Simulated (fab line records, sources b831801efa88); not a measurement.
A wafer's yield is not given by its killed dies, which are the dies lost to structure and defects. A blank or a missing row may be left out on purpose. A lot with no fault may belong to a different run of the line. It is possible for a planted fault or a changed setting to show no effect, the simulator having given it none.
Matching of chambers ; flow gf180mcu ; GF_V4_ETCH_16 on rieDiel-04 has 4 sister chambers
The step etches BARC in N2/H2. 4 wafers are shown with their chamber, then 11 later ones without.

== EACH WAFER AND ITS CHAMBER ==
wafer;chamber;drypumpMotorCurrentA (A)
L088.6;0;5.5
L089.3;2;6.0
L089.5;3;5.4
L090.1;1;6.3

== WAFERS WITHOUT THEIR CHAMBER ==
wafer;drypumpMotorCurrentA (A)
L090.2;5.5
L090.3;6.1
L092.1;5.4
L092.2;6.1
L092.5;6.3
L094.4;6.3
L094.5;5.6
L094.6;6.1
L095.1;6.3
L095.4;5.6
L095.5;6.4

== WHICH CHAMBER EACH WENT THROUGH ==
wafer;from the rows above;in truth
L090.2;can't be placed: 0 or 3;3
L090.3;can't be placed: 2 or 1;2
L092.1;can't be placed: 3 or 0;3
L092.2;can't be placed: 2 or 1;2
L092.5;1;1
L094.4;1;1
L094.5;can't be placed: 0 or 3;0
L094.6;can't be placed: 2 or 1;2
L095.1;1;1
L095.4;can't be placed: 0 or 3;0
L095.5;1;1
Placed correctly: 4 of 11. From these rows, 7 cannot be placed; in 7 the true chamber is one of the candidates. Wrongly placed: 0.
How it was worked out, from the rows above alone: a wafer's distance from a chamber is the root of the sum, over the readings, of the square of ((its reading less the chamber's mean) divided by the reading's scatter). The wafer belongs to the nearest chamber; if the next one is less than 2 further off, it can't be placed. Each chamber's mean is taken over the wafers shown for it. The scatter: root of mean squared gap, hidden wafer to nearest shown wafer, with one shown wafer a chamber.
